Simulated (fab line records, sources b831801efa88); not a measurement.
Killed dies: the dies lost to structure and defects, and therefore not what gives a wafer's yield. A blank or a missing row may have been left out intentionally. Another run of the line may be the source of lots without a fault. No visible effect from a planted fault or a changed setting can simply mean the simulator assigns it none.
Which tool is to blame?	flow gf180mcu	12 lots, 36 wafers sampled, at 4 steps of a route of 602

## WHAT THE GAUGES SHOWED, per wafer
GF_PSD_RS_MEAS_14: the measuring method here is four-point-probe. Usual: for NSD_RS the level is 46.10 ohm/sq and the standard deviation is 0.074.
lot	measured	on	NSD_RS (ohm/sq)	flag
L902	day 15 06:22	film metro-02	45.95 46.03 45.94	
L905	day 16 07:37	film metro-02	44.17 44.35 44.34	OFF
L906	day 16 12:22	film metro-03	44.35 44.41 44.30	OFF
L907	day 17 08:15	film metro-04	44.36 44.30 44.30	OFF
L914	day 19 09:09	film metro-02	46.09 46.13 46.07	
L915	day 20 00:01	film metro-02	46.02 46.11 46.14	
L916	day 20 07:07	film metro-04	46.07 46.05 46.07	
L917	day 20 12:08	film metro-02	46.06 45.88 46.03	
L920	day 21 08:59	film metro-02	46.13 46.03 46.07	
L919	day 21 11:58	film metro-02	46.07 46.16 46.11	
L921	day 21 15:08	film metro-02	46.11 46.08 46.12	
L922	day 21 23:58	film metro-04	46.08 46.14 46.05	

GF_PSD_RS_MEAS_15: the measuring method here is four-point-probe. Usual: for PSD_RS the level is 108.50 ohm/sq and the standard deviation is 0.24.
lot	measured	on	PSD_RS (ohm/sq)	flag
L902	day 15 06:29	film metro-02	108.19 108.46 108.01	
L905	day 16 07:44	film metro-02	104.31 104.11 104.20	OFF
L906	day 16 12:29	film metro-03	104.37 104.46 104.37	OFF
L907	day 17 08:22	film metro-04	104.71 104.99 104.62	OFF
L914	day 19 09:16	film metro-02	108.81 108.49 108.70	
L915	day 20 00:08	film metro-02	108.19 108.36 108.42	
L916	day 20 07:14	film metro-04	108.29 108.30 108.34	
L917	day 20 12:15	film metro-02	108.24 108.59 108.42	
L920	day 21 09:07	film metro-02	108.79 108.29 108.58	
L919	day 21 12:05	film metro-02	108.49 109.01 108.48	
L921	day 21 15:16	film metro-02	108.86 108.32 108.62	
L922	day 22 00:05	film metro-04	108.40 108.21 108.38	

GF_M4_OVL_MEAS_15. Usual: for M4_OVL the level is 0 nm and the standard deviation is 6.4.
lot	measured	on	M4_OVL (nm)	flag
L902	day 24 21:10	overlay-01	4 0 7	
L905	day 25 16:41	overlay-01	0 1 2	
L906	day 25 21:04	overlay-02	14 7 8	
L907	day 26 16:14	overlay-02	-4 -1 1	
L914	day 28 11:01	overlay-02	-2 -6 7	
L915	day 28 19:26	overlay-02	-7 -13 -7	
L916	day 29 07:28	overlay-01	-2 -3 -1	
L917	day 29 12:34	overlay-02	-1 -7 1	
L920	day 30 09:01	overlay-02	8 13 12	
L919	day 30 10:19	overlay-01	8 8 7	
L921	day 30 09:35	overlay-01	-13 -4 -2	
L922	day 30 11:25	overlay-01	2 4 -2	

## EACH LOT AND THE TOOL THAT RAN IT (in order: tool; ch and the chambers of the sampled wafers; start)
lot	GF_PSD_RTA_13
L902	rtp anneal-01 ch 0, day 15 06:16
L905	rtp anneal-01 ch 0, day 16 07:32
L906	rtp anneal-01 ch 0, day 16 12:17
L907	rtp anneal-01 ch 0, day 17 08:05
L914	rtp anneal-02 ch 0, day 19 09:04
L915	rtp anneal-01 ch 0, day 19 23:55
L916	rtp anneal-01 ch 0, day 20 07:02
L917	rtp anneal-02 ch 0, day 20 12:02
L920	rtp anneal-01 ch 0, day 21 08:55
L919	rtp anneal-02 ch 0, day 21 11:53
L921	rtp anneal-02 ch 0, day 21 15:03
L922	rtp anneal-02 ch 0, day 21 23:53
- GF_PSD_RTA_13: time 20 s.

## AS READ BY THE TOOLS THEMSELVES (means over the sampled wafers that have a number; for cases with no such wafer, the mark the record gives instead)
GF_PSD_RTA_13. Usual: lamp power pct 30.3 %, standard deviation 1.6; run length s 48.7 s, standard deviation 0.49; wafer_temp_C_max 1029.1, standard deviation 1.
lot	tool	lamp power pct (%)	run length s (s)	wafer_temp_C_max	flag
L902	rtp anneal-01	31.9	48.1	1029.8	
L905	rtp anneal-01	31.9	56.9	1029.9	OFF
L906	rtp anneal-01	31.9	56.7	1030.2	OFF
L907	rtp anneal-01	31.9	58.9	1029.1	OFF
L914	rtp anneal-02	28.7	48.7	1028.4	
L915	rtp anneal-01	31.9	48.2	1030.4	
L916	rtp anneal-01	31.8	48.5	1029.8	
L917	rtp anneal-02	28.7	48.7	1028.9	
L920	rtp anneal-01	31.9	48.4	1028.8	
L919	rtp anneal-02	28.7	49.0	1028.4	
L921	rtp anneal-02	28.7	49.0	1028.9	
L922	rtp anneal-02	28.7	48.8	1028.3	

## THE ANSWER, worked out from the rows above alone
Rule: take the mean of a lot's wafers that have a number; if it is more than 3 standard deviations from the usual mean, the lot is off. A lot without any number at a reading at which 4 lots or more have one is off too. All remaining lots with rows at the step are treated as sound. Order of review: gauges by route order, followed by the tools' own readings, for which a lot's mean as printed above is used. The first step at which some lot is off is used, and at that step the reading that is off furthest; a lot without a number counts as furthest.
Off: at GF_PSD_RS_MEAS_14 (NSD_RS), L905, L906, L907.
A tool fits if, at a process step before that reading, it ran every lot that is off, and no sound lot after the first of them. Not tried: the gauges at GF_PSD_RS_MEAS_14; whatever is off there is also off at GF_PSD_RTA_13, on other tools, and gauge error can't account for it. Of those tried, none fits.

## WHAT THE SIMULATOR HAD INSERTED
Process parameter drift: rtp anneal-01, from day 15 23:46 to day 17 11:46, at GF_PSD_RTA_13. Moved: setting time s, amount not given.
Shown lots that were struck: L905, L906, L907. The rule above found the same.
